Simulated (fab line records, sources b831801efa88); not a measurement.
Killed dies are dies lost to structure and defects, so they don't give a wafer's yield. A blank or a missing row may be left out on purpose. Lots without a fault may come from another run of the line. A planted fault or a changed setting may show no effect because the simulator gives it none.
A struck lot beside a sound one | flow sky130 | 15 steps out of a route of 708
Sound: wafers L712.2, L712.3, L712.6. Struck: wafer L723.4. (L723.1, L723.3 of the same lot were not struck and are left out.) The cause comes at the end.
At each step with rows: each side's tool, then ch and its chambers, then its first start. Under that, the readings that differ: sound wafers | struck wafers | difference of the means | sigmas: that difference in standard deviations of wafers without a fault.
alike: readings whose means differ by less than 2 such deviations, and words and numbers that are the same on both sides. not compared: withheld readings, readings that some wafer has no value for, bounds like >300 that may hide the same value, and numbers for which the record gives no deviation and whose values overlap.
The two part at a step that has a row with sigmas, a row that says differs or no value, or rows on one side only. Numbers that don't overlap but have no deviation are shown without sigmas and don't part them. A reading that every wafer of one side lacks parts them only if that side has two wafers or more.

first, 4 steps without rows for these wafers: SKY_SD_P_SOFTBAKE_03 (time 60 s); SKY_SD_P_EXPOSE_04 (exposes mask PSDM, target cd 380 nm); SKY_SD_P_PEB_05; SKY_SD_P_DEVELOP_06 (develop time 60 s).
SKY_SD_P_CD_MEAS_07: target cd 380 nm.
  sound on cd_sem-01, day 28 12:55; struck on cd_sem-01, day 31 19:53
  alike: cd_nm
SKY_SD_P_OVL_MEAS_08:
  sound on overlay-02, day 28 13:01; struck on overlay-01, day 31 20:00
  reading       | sound       | struck | difference | sigmas
  SD_P_OVL (nm) | 1.4 1.4 3.1 | -2.6   | -4.6       | -3
then, 1 step without rows for these wafers: SKY_SD_P_IMPLANT_09.
SKY_SD_P_STRIP_10: strips in O2/N2.
  sound on plasma_asher-03 ch 0,1, day 28 13:12; struck on plasma_asher-02 ch 0, day 31 20:11
  alike: drypump_motor_current_A, n2_flow_sccm, oes_product_au, strip_time_to_endpoint_s
  not compared: rf_hours_counter_h
SKY_SD_P_TW_MEAS_11:
  sound on film_metro-03, day 28 13:19; struck on film_metro-04, day 31 20:17
  alike: SD_P_TW
then, 3 steps without rows for these wafers: SKY_RES_XHIGH_DEHYDRATE_00 (time 60 s); SKY_RES_XHIGH_HMDS_01 (prime time 60 s); SKY_RES_XHIGH_COAT_02 (resist thk 1140 nm).
SKY_RES_XHIGH_SOFTBAKE_03: time 60 s.
  sound on litho_track-04 ch 0, day 29 03:47; struck on litho_track-04 ch 0, day 32 09:52
  reading          | sound             | struck | difference | sigmas
  run_length_s (s) | 89.15 89.15 89.25 | 91.43  | +2.25      | +15
then, 1 step without rows for these wafers: SKY_RES_XHIGH_EXPOSE_04 (exposes mask URPM, target cd 1270 nm).
-- the record jumps here: 18 days lie between the struck wafers' starts before and after (it left off in module RES_XHIGH and takes up again in module PAD_OPEN, whose first step shown is number 708 of the route) --
SKY_PAD_OPEN_PROBE_99:
  sound on prober-01, day 47 23:09; struck on prober-01, day 50 07:08
  alike: killed_at_M0_to_M3, killed_at_M4_up, killed_at_contacts, killed_at_front_end, killed_at_other, killed_dies, killed_open, killed_short

WHERE THEY PART
First at SKY_SD_P_OVL_MEAS_08; last, within this record, at SKY_RES_XHIGH_SOFTBAKE_03. Later steps at which nothing parts them and some readings are alike: SKY_PAD_OPEN_PROBE_99.

WHY: what the simulator had put in
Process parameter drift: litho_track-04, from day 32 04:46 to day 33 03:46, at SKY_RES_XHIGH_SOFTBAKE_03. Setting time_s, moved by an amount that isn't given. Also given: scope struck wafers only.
